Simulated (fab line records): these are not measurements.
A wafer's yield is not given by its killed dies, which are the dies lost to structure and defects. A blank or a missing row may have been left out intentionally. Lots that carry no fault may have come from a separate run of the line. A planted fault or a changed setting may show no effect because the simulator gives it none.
The tool behind it: which one?    flow sky130    13 lots with 39 wafers sampled at 4 steps, on a route of 708 steps

WHAT THE GAUGES SHOWED, per wafer
SKY_NWELL_OVL_MEAS_10. Usual: NWELL_00_OVL -1.1 nm, standard deviation 1.2.
lot   measured     on          NWELL_00_OVL (nm)  flag
L807  day 4 14:15  overlay-02  0.4 -0.9 -0.6      
L809  day 5 04:27  overlay-01  -0.1 -0.8 -0.4     
L810  day 5 09:08  overlay-02  -1.3 -0.8 -2.1     
L811  day 5 14:03  overlay-01  -0.4 -2.0 0.7      
L812  day 5 19:35  overlay-01  -0.3 -3.2 2.2      
L813  day 6 01:17  overlay-01  -1.6 -1.8 -1.1     
L815  day 6 13:54  overlay-01  -0.7 -2.4 -1.0     
L816  day 6 15:33  overlay-02  -1.1 -2.3 -1.2     
L822  day 8 05:21  overlay-01  -2.8 -2.9 -3.2     
L823  day 8 11:11  overlay-01  -3.1 -0.7 -1.6     
L825  day 9 06:45  overlay-01  -0.6 -1.3 -0.2     
L827  day 9 12:11  overlay-01  1.2 1.0 1.5        
L828  day 9 19:35  overlay-02  -0.4 -0.1 -0.3     

SKY_VT_ADJUST_LVTN_OVL_MEAS_18. Usual: VT_ADJUST_LVTN_01_OVL -0.5 nm, standard deviation 1.2.
lot   measured      on          VT_ADJUST_LVTN_01_OVL (nm)  flag
L807  day 7 18:05   overlay-02  -2.5 -3.0 -1.2              
L809  day 8 08:48   overlay-01  -0.7 0.7 0.4                
L810  day 8 15:34   overlay-02  -0.8 1.0 -0.5               
L811  day 8 21:28   overlay-01  0.7 2.5 1.0                 
L812  day 9 03:00   overlay-02  0.0 -0.6 0.5                
L813  day 9 11:48   overlay-01  -0.8 -0.3 -0.4              
L815  day 10 01:01  overlay-01  -1.5 -1.4 -0.8              
L816  day 10 04:07  overlay-02  1.2 -1.0 -0.8               
L822  day 11 22:34  overlay-01  2.5 -1.0 2.5                
L823  day 12 07:44  overlay-01  -1.3 -2.8 -1.8              
L825  day 13 05:21  overlay-02  -0.3 -0.8 0.5               
L827  day 13 13:08  overlay-01  -1.3 -1.0 -0.7              
L828  day 13 22:00  overlay-02  -1.7 -1.1 0.4               

SKY_POLY_GATE_THK_MEAS_04. Usual: POLY_GATE_CVD_03_THK 74.9 nm, standard deviation 0.75.
lot   measured      on            POLY_GATE_CVD_03_THK (nm)  flag
L807  day 15 06:31  filmMetro-01  74.0 74.0 74.2             
L809  day 16 00:31  filmMetro-02  74.7 74.7 75.2             
L810  day 16 11:40  filmMetro-04  74.8 75.5 75.4             
L811  day 17 00:56  filmMetro-04  76.4 75.5 76.0             
L812  day 17 07:27  filmMetro-01  75.1 74.6 74.5             
L813  day 17 16:39  filmMetro-04  75.2 75.8 75.5             
L815  day 18 05:49  filmMetro-02  74.3 74.7 74.3             
L816  day 18 05:49  filmMetro-04  74.4 74.3 74.9             
L822  day 20 19:32  filmMetro-01  76.6 76.3 76.3             
L823  day 21 05:53  filmMetro-02  75.5 76.0 76.0             
L825  day 22 05:40  filmMetro-02  73.9 73.2 73.9             
L827  day 22 15:04  filmMetro-04  75.0 74.9 74.8             
L828  day 22 23:03  filmMetro-02  74.7 75.6 75.9             

WHAT TOOL EACH LOT RAN ON (gives the tool, then ch and the chambers of the sampled wafers, and finally the start)
lot   SKY_SONOS_ONO_ETCH_15
L807  rieDiel-04 ch 2,3, day 12 16:28
L809  rieDiel-04 ch 0,1,2, day 13 09:07
L810  rieDiel-01 ch 0,2,3, day 13 16:32
L811  rieDiel-01 ch 1,2, day 14 03:41
L812  rieDiel-04 ch 0,1,2, day 14 10:21
L813  rieDiel-03 ch 1,2,3, day 14 20:13
L815  rieDiel-04 ch 1,2, day 15 09:37
L816  rieDiel-03 ch 0,2,3, day 15 12:08
L822  rieDiel-01 ch 2,3, day 17 20:59
L823  rieDiel-01 ch 1,2,3, day 18 05:25
L825  rieDiel-04 ch 0,1,3, day 19 07:13
L827  rieDiel-04 ch 0,1,2, day 19 19:13
L828  rieDiel-03 ch 1,2,3, day 20 02:54
- SKY_SONOS_ONO_ETCH_15: etches the open film in CHF3/O2, target depth 19.52 nm, time 7.8 s.

WHAT THE TOOLS THEMSELVES READ (means of the sampled wafers that have a number; where no wafer has one, the mark that the record gives instead)
SKY_SONOS_ONO_ETCH_15. Usual: O2_flow_sccm 5.001 sccm, standard deviation 0.015; drypumpMotorCurrentA 5.88 A, standard deviation 0.28; oesProductAu 1.003 a.u., standard deviation 0.0087; rfFwdPowerW 589 W, standard deviation 3.1; throttleValvePct 8.825 %, standard deviation 0.0096.
lot   tool        O2_flow_sccm (sccm)  drypumpMotorCurrentA (A)  oesProductAu (a.u.)  rfFwdPowerW (W)  throttleValvePct (%)  flag
L807  rieDiel-04  5.004                5.53                      1.009                592              8.832                 
L809  rieDiel-04  5.004                5.89                      1.005                589              8.831                 
L810  rieDiel-01  4.991                5.81                      0.997                589              8.825                 
L811  rieDiel-01  4.983                6.00                      0.998                584              8.830                 
L812  rieDiel-04  4.989                5.88                      1.001                591              8.826                 
L813  rieDiel-03  5.006                5.54                      1.004                589              8.830                 
L815  rieDiel-04  4.991                5.63                      0.998                587              8.818                 
L816  rieDiel-03  4.984                5.68                      1.008                588              8.825                 
L822  rieDiel-01  5.015                5.97                      1.025                654              8.830                 OFF
L823  rieDiel-01  5.010                6.03                      1.021                619              8.825                 OFF
L825  rieDiel-04  5.001                5.95                      1.010                592              8.826                 
L827  rieDiel-04  5.013                5.86                      1.002                589              8.829                 
L828  rieDiel-03  5.005                5.54                      0.995                586              8.825                 

THE ANSWER, worked out from the rows above alone
Rule: a lot is off if the mean of its wafers that have a number lies more than 3 standard deviations from the usual mean. A lot without any number at a reading at which 4 lots or more have one is off too. All remaining lots with rows at the step are treated as sound. Order of review: gauges by route order, followed by the tools' own readings, for which a lot's mean as printed above is used. At the first step where some lot is off, the reading lying furthest off is the one used; lots without a number count as furthest.
Off: L822, L823, at SKY_SONOS_ONO_ETCH_15 (rfFwdPowerW).
A tool fits if, at that step or a process step before it, it ran every lot that is off, and no sound lot after the first of them. One fits: rieDiel-01 at SKY_SONOS_ONO_ETCH_15. A fault onset in the window from L811 (day 14 03:41, its last sound lot) to L822 (day 17 20:59, its first lot off) fits.
On the lots that are off, the tool's own readings at SKY_SONOS_ONO_ETCH_15 differ by more than 5 times the standard deviation of the sound lots' means, which bears it out; rfFwdPowerW reads 636 W there versus 589 W on the sound lots.

WHAT THE SIMULATOR HAD INSERTED
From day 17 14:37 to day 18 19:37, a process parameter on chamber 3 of rieDiel-01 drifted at SKY_SONOS_ONO_ETCH_15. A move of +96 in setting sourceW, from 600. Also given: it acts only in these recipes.
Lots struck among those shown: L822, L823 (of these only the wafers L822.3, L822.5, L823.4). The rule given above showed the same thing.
